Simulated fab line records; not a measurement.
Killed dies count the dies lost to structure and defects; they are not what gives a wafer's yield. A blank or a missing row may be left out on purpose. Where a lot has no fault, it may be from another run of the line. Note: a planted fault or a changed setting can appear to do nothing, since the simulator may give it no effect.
What tool caused it? || flow sfq line || 42 wafers from 14 lots sampled at 4 of the route's 325 steps

WHAT THE GAUGES SHOWED, per wafer
No reading from a measuring or inspecting step in the record can be judged against a usual standard deviation.

WHAT TOOL EACH LOT RAN ON (gives the tool, then ch and the chambers of the sampled wafers, and finally the start)
{"lot": "L363", "SFQ_TRILAYER_I0_VIA_LITHO_PEB_034": "litho track-04 ch 0, day 9 23:22", "SFQ_TRILAYER_M4_DEP_SPUTTER_091": "pvd sputter-05, day 43 17:49", "SFQ_TRILAYER_M5_STRIP_STRIP_127": "rie metal-02 ch 0,1, day 60 13:08", "SFQ_TRILAYER_I7_VIA_STRIP_STRIP_191": "rie metal-02 ch 0,1, day 77 01:08"}
{"lot": "L365", "SFQ_TRILAYER_I0_VIA_LITHO_PEB_034": "litho track-04 ch 0, day 10 04:08", "SFQ_TRILAYER_M4_DEP_SPUTTER_091": "pvd sputter-03, day 44 07:01", "SFQ_TRILAYER_M5_STRIP_STRIP_127": "rie metal-02 ch 1, day 60 16:44", "SFQ_TRILAYER_I7_VIA_STRIP_STRIP_191": "rie metal-01 ch 0,1, day 80 13:34"}
{"lot": "L366", "SFQ_TRILAYER_I0_VIA_LITHO_PEB_034": "litho track-04 ch 0, day 10 07:47", "SFQ_TRILAYER_M4_DEP_SPUTTER_091": "pvd sputter-05, day 44 14:13", "SFQ_TRILAYER_M5_STRIP_STRIP_127": "rie metal-01 ch 0,1, day 60 20:32", "SFQ_TRILAYER_I7_VIA_STRIP_STRIP_191": "rie metal-01 ch 0,1, day 80 18:34"}
{"lot": "L367", "SFQ_TRILAYER_I0_VIA_LITHO_PEB_034": "litho track-04 ch 0, day 10 11:25", "SFQ_TRILAYER_M4_DEP_SPUTTER_091": "pvd sputter-06, day 44 23:56", "SFQ_TRILAYER_M5_STRIP_STRIP_127": "rie metal-02 ch 0,1, day 60 22:56", "SFQ_TRILAYER_I7_VIA_STRIP_STRIP_191": "rie metal-02 ch 0,1, day 81 11:29"}
{"lot": "L368", "SFQ_TRILAYER_I0_VIA_LITHO_PEB_034": "litho track-03 ch 0, day 10 17:52", "SFQ_TRILAYER_M4_DEP_SPUTTER_091": "pvd sputter-05, day 45 13:08", "SFQ_TRILAYER_M5_STRIP_STRIP_127": "rie metal-03 ch 0,1, day 61 02:32", "SFQ_TRILAYER_I7_VIA_STRIP_STRIP_191": "rie metal-01 ch 1, day 81 19:13"}
{"lot": "L370", "SFQ_TRILAYER_I0_VIA_LITHO_PEB_034": "litho track-03 ch 0, day 11 05:49", "SFQ_TRILAYER_M4_DEP_SPUTTER_091": "pvd sputter-03, day 46 00:09", "SFQ_TRILAYER_M5_STRIP_STRIP_127": "rie metal-01 ch 0,1, day 61 07:49", "SFQ_TRILAYER_I7_VIA_STRIP_STRIP_191": "rie metal-04 ch 1, day 82 02:01"}
{"lot": "L372", "SFQ_TRILAYER_I0_VIA_LITHO_PEB_034": "litho track-04 ch 0, day 11 20:13", "SFQ_TRILAYER_M4_DEP_SPUTTER_091": "pvd sputter-05, day 46 17:40", "SFQ_TRILAYER_M5_STRIP_STRIP_127": "rie metal-03 ch 0,1, day 61 15:01", "SFQ_TRILAYER_I7_VIA_STRIP_STRIP_191": "rie metal-01 ch 0,1, day 85 01:56"}
{"lot": "L380", "SFQ_TRILAYER_I0_VIA_LITHO_PEB_034": "litho track-02, day 14 04:08", "SFQ_TRILAYER_M4_DEP_SPUTTER_091": "pvd sputter-05, day 49 23:47", "SFQ_TRILAYER_M5_STRIP_STRIP_127": "rie metal-03 ch 0,1, day 65 05:13", "SFQ_TRILAYER_I7_VIA_STRIP_STRIP_191": "rie metal-01 ch 1, day 88 01:36"}
{"lot": "L381", "SFQ_TRILAYER_I0_VIA_LITHO_PEB_034": "litho track-03, day 14 07:44", "SFQ_TRILAYER_M4_DEP_SPUTTER_091": "pvd sputter-03, day 50 03:23", "SFQ_TRILAYER_M5_STRIP_STRIP_127": "rie metal-02 ch 0,1, day 65 06:25", "SFQ_TRILAYER_I7_VIA_STRIP_STRIP_191": "rie metal-04 ch 1, day 88 06:34"}
{"lot": "L382", "SFQ_TRILAYER_I0_VIA_LITHO_PEB_034": "litho track-04 ch 0, day 14 13:46", "SFQ_TRILAYER_M4_DEP_SPUTTER_091": "pvd sputter-03, day 50 08:28", "SFQ_TRILAYER_M5_STRIP_STRIP_127": "rie metal-02 ch 0,1, day 65 12:25", "SFQ_TRILAYER_I7_VIA_STRIP_STRIP_191": "rie metal-04 ch 0,1, day 88 08:59"}
{"lot": "L383", "SFQ_TRILAYER_I0_VIA_LITHO_PEB_034": "litho track-04 ch 0, day 14 16:08", "SFQ_TRILAYER_M4_DEP_SPUTTER_091": "pvd sputter-06, day 51 03:40", "SFQ_TRILAYER_M5_STRIP_STRIP_127": "rie metal-02 ch 0,1, day 67 07:37", "SFQ_TRILAYER_I7_VIA_STRIP_STRIP_191": "rie metal-01 ch 0,1, day 91 23:44"}
{"lot": "L384", "SFQ_TRILAYER_I0_VIA_LITHO_PEB_034": "litho track-02 ch 0, day 15 01:46", "SFQ_TRILAYER_M4_DEP_SPUTTER_091": "pvd sputter-06, day 51 20:28", "SFQ_TRILAYER_M5_STRIP_STRIP_127": "rie metal-02 ch 0, day 67 22:08", "SFQ_TRILAYER_I7_VIA_STRIP_STRIP_191": "rie metal-02 ch 0, day 92 03:32"}
{"lot": "L385", "SFQ_TRILAYER_I0_VIA_LITHO_PEB_034": "litho track-02 ch 0, day 15 10:17", "SFQ_TRILAYER_M4_DEP_SPUTTER_091": "pvd sputter-06, day 52 03:40", "SFQ_TRILAYER_M5_STRIP_STRIP_127": "rie metal-03 ch 0,1, day 68 03:08", "SFQ_TRILAYER_I7_VIA_STRIP_STRIP_191": "rie metal-02 ch 0,1, day 92 08:20"}
{"lot": "L386", "SFQ_TRILAYER_I0_VIA_LITHO_PEB_034": "litho track-04 ch 0, day 15 18:28", "SFQ_TRILAYER_M4_DEP_SPUTTER_091": "pvd sputter-03, day 52 12:04", "SFQ_TRILAYER_M5_STRIP_STRIP_127": "rie metal-01 ch 0,1, day 68 10:16", "SFQ_TRILAYER_I7_VIA_STRIP_STRIP_191": "rie metal-04 ch 0, day 92 15:32"}
- SFQ_TRILAYER_I0_VIA_LITHO_PEB_034: peb time 60 s.
- SFQ_TRILAYER_M4_DEP_SPUTTER_091: material Nb, target thk 200 nm, time 133.3 s.
- SFQ_TRILAYER_M5_STRIP_STRIP_127: strips in O2.
- SFQ_TRILAYER_I7_VIA_STRIP_STRIP_191: strips in O2.

AS READ BY THE TOOLS THEMSELVES (means over the sampled wafers that have a number; for cases with no such wafer, the mark the record gives instead)
SFQ_TRILAYER_I0_VIA_LITHO_PEB_034. Usual: chill plate temp C 22.98 C, standard deviation 0.092; exhaust pa 45.2 Pa, standard deviation 0.9.
{"lot": "L363", "tool": "litho track-04", "chill plate temp C (C)": 23.00, "exhaust pa (Pa)": 46.0, "flag": ""}
{"lot": "L365", "tool": "litho track-04", "chill plate temp C (C)": 23.06, "exhaust pa (Pa)": 44.9, "flag": ""}
{"lot": "L366", "tool": "litho track-04", "chill plate temp C (C)": 22.97, "exhaust pa (Pa)": 45.9, "flag": ""}
{"lot": "L367", "tool": "litho track-04", "chill plate temp C (C)": 22.90, "exhaust pa (Pa)": 45.3, "flag": ""}
{"lot": "L368", "tool": "litho track-03", "chill plate temp C (C)": 23.12, "exhaust pa (Pa)": 46.3, "flag": ""}
{"lot": "L370", "tool": "litho track-03", "chill plate temp C (C)": 22.96, "exhaust pa (Pa)": 44.0, "flag": ""}
{"lot": "L372", "tool": "litho track-04", "chill plate temp C (C)": 22.99, "exhaust pa (Pa)": 44.8, "flag": ""}
{"lot": "L380", "tool": "litho track-02", "chill plate temp C (C)": "-", "exhaust pa (Pa)": "-", "flag": "OFF"}
{"lot": "L381", "tool": "litho track-03", "chill plate temp C (C)": "-", "exhaust pa (Pa)": "-", "flag": "OFF"}
{"lot": "L382", "tool": "litho track-04", "chill plate temp C (C)": 23.01, "exhaust pa (Pa)": 45.4, "flag": ""}
{"lot": "L383", "tool": "litho track-04", "chill plate temp C (C)": 22.86, "exhaust pa (Pa)": 45.8, "flag": ""}
{"lot": "L384", "tool": "litho track-02", "chill plate temp C (C)": 22.89, "exhaust pa (Pa)": 45.4, "flag": ""}
{"lot": "L385", "tool": "litho track-02", "chill plate temp C (C)": 22.97, "exhaust pa (Pa)": 44.1, "flag": ""}
{"lot": "L386", "tool": "litho track-04", "chill plate temp C (C)": 23.10, "exhaust pa (Pa)": 45.8, "flag": ""}

SFQ_TRILAYER_M4_DEP_SPUTTER_091. Usual: resputter cathode voltage v 401 V, standard deviation 4.1; throttle valve pct 30.0 %, standard deviation 1.1.
{"lot": "L363", "tool": "pvd sputter-05", "resputter cathode voltage v (V)": 400, "throttle valve pct (%)": 29.3, "flag": ""}
{"lot": "L365", "tool": "pvd sputter-03", "resputter cathode voltage v (V)": 401, "throttle valve pct (%)": 30.1, "flag": ""}
{"lot": "L366", "tool": "pvd sputter-05", "resputter cathode voltage v (V)": 406, "throttle valve pct (%)": 30.1, "flag": ""}
{"lot": "L367", "tool": "pvd sputter-06", "resputter cathode voltage v (V)": 401, "throttle valve pct (%)": 30.2, "flag": ""}
{"lot": "L368", "tool": "pvd sputter-05", "resputter cathode voltage v (V)": 402, "throttle valve pct (%)": 29.1, "flag": ""}
{"lot": "L370", "tool": "pvd sputter-03", "resputter cathode voltage v (V)": 406, "throttle valve pct (%)": 31.1, "flag": ""}
{"lot": "L372", "tool": "pvd sputter-05", "resputter cathode voltage v (V)": 400, "throttle valve pct (%)": 29.8, "flag": ""}
{"lot": "L380", "tool": "pvd sputter-05", "resputter cathode voltage v (V)": 397, "throttle valve pct (%)": 30.4, "flag": ""}
{"lot": "L381", "tool": "pvd sputter-03", "resputter cathode voltage v (V)": 399, "throttle valve pct (%)": 29.1, "flag": ""}
{"lot": "L382", "tool": "pvd sputter-03", "resputter cathode voltage v (V)": 403, "throttle valve pct (%)": 31.3, "flag": ""}
{"lot": "L383", "tool": "pvd sputter-06", "resputter cathode voltage v (V)": 398, "throttle valve pct (%)": 29.5, "flag": ""}
{"lot": "L384", "tool": "pvd sputter-06", "resputter cathode voltage v (V)": 401, "throttle valve pct (%)": 29.7, "flag": ""}
{"lot": "L385", "tool": "pvd sputter-06", "resputter cathode voltage v (V)": 406, "throttle valve pct (%)": 30.1, "flag": ""}
{"lot": "L386", "tool": "pvd sputter-03", "resputter cathode voltage v (V)": 402, "throttle valve pct (%)": 30.4, "flag": ""}

SFQ_TRILAYER_M5_STRIP_STRIP_127. Usual: drypump motor current A 5.8 A, standard deviation 0.34; oes product au 1.004 a.u., standard deviation 0.0089.
{"lot": "L363", "tool": "rie metal-02", "drypump motor current A (A)": 6.0, "oes product au (a.u.)": 1.011, "flag": ""}
{"lot": "L365", "tool": "rie metal-02", "drypump motor current A (A)": 6.3, "oes product au (a.u.)": 0.999, "flag": ""}
{"lot": "L366", "tool": "rie metal-01", "drypump motor current A (A)": 5.4, "oes product au (a.u.)": 1.001, "flag": ""}
{"lot": "L367", "tool": "rie metal-02", "drypump motor current A (A)": 6.0, "oes product au (a.u.)": 1.010, "flag": ""}
{"lot": "L368", "tool": "rie metal-03", "drypump motor current A (A)": 5.8, "oes product au (a.u.)": 1.002, "flag": ""}
{"lot": "L370", "tool": "rie metal-01", "drypump motor current A (A)": 5.5, "oes product au (a.u.)": 1.006, "flag": ""}
{"lot": "L372", "tool": "rie metal-03", "drypump motor current A (A)": 5.8, "oes product au (a.u.)": 0.992, "flag": ""}
{"lot": "L380", "tool": "rie metal-03", "drypump motor current A (A)": 5.9, "oes product au (a.u.)": 1.003, "flag": ""}
{"lot": "L381", "tool": "rie metal-02", "drypump motor current A (A)": 5.8, "oes product au (a.u.)": 1.000, "flag": ""}
{"lot": "L382", "tool": "rie metal-02", "drypump motor current A (A)": 5.7, "oes product au (a.u.)": 0.996, "flag": ""}
{"lot": "L383", "tool": "rie metal-02", "drypump motor current A (A)": 6.0, "oes product au (a.u.)": 0.997, "flag": ""}
{"lot": "L384", "tool": "rie metal-02", "drypump motor current A (A)": 5.5, "oes product au (a.u.)": 0.996, "flag": ""}
{"lot": "L385", "tool": "rie metal-03", "drypump motor current A (A)": 5.9, "oes product au (a.u.)": 1.004, "flag": ""}
{"lot": "L386", "tool": "rie metal-01", "drypump motor current A (A)": 5.5, "oes product au (a.u.)": 1.004, "flag": ""}

SFQ_TRILAYER_I7_VIA_STRIP_STRIP_191. Usual: drypump motor current A 5.7 A, standard deviation 0.33; oes product au 1.000 a.u., standard deviation 0.011.
{"lot": "L363", "tool": "rie metal-02", "drypump motor current A (A)": 5.8, "oes product au (a.u.)": 0.999, "flag": ""}
{"lot": "L365", "tool": "rie metal-01", "drypump motor current A (A)": 5.4, "oes product au (a.u.)": 0.995, "flag": ""}
{"lot": "L366", "tool": "rie metal-01", "drypump motor current A (A)": 5.5, "oes product au (a.u.)": 1.003, "flag": ""}
{"lot": "L367", "tool": "rie metal-02", "drypump motor current A (A)": 5.8, "oes product au (a.u.)": 0.985, "flag": ""}
{"lot": "L368", "tool": "rie metal-01", "drypump motor current A (A)": 5.4, "oes product au (a.u.)": 0.998, "flag": ""}
{"lot": "L370", "tool": "rie metal-04", "drypump motor current A (A)": 6.2, "oes product au (a.u.)": 1.007, "flag": ""}
{"lot": "L372", "tool": "rie metal-01", "drypump motor current A (A)": 5.4, "oes product au (a.u.)": 0.999, "flag": ""}
{"lot": "L380", "tool": "rie metal-01", "drypump motor current A (A)": 5.4, "oes product au (a.u.)": 0.997, "flag": ""}
{"lot": "L381", "tool": "rie metal-04", "drypump motor current A (A)": 6.2, "oes product au (a.u.)": 1.007, "flag": ""}
{"lot": "L382", "tool": "rie metal-04", "drypump motor current A (A)": 6.0, "oes product au (a.u.)": 0.997, "flag": ""}
{"lot": "L383", "tool": "rie metal-01", "drypump motor current A (A)": 5.5, "oes product au (a.u.)": 0.999, "flag": ""}
{"lot": "L384", "tool": "rie metal-02", "drypump motor current A (A)": 5.5, "oes product au (a.u.)": 0.987, "flag": ""}
{"lot": "L385", "tool": "rie metal-02", "drypump motor current A (A)": 6.0, "oes product au (a.u.)": 1.009, "flag": ""}
{"lot": "L386", "tool": "rie metal-04", "drypump motor current A (A)": 5.8, "oes product au (a.u.)": 0.994, "flag": ""}

THE ANSWER, worked out from the rows above alone
Rule: take the mean of a lot's wafers that have a number; if it is more than 3 standard deviations from the usual mean, the lot is off. Also off: a lot with no number at a reading for which 4 or more lots have one. Where the step has rows for the other lots, those lots are counted as sound. After the gauges, taken in route order, come the tools' own readings; for these a lot's mean is taken, as printed above. At the first step where some lot is off, the reading lying furthest off is the one used; lots without a number count as furthest.
Off: L380, L381, at SFQ_TRILAYER_I0_VIA_LITHO_PEB_034 (chill plate temp C). Without a number there: L380, L381.
A tool fits if, at that step or a process step before it, it ran every lot that is off, and no sound lot after the first of them. None of those tried fits.

WHAT HAD BEEN PUT IN BY THE SIMULATOR
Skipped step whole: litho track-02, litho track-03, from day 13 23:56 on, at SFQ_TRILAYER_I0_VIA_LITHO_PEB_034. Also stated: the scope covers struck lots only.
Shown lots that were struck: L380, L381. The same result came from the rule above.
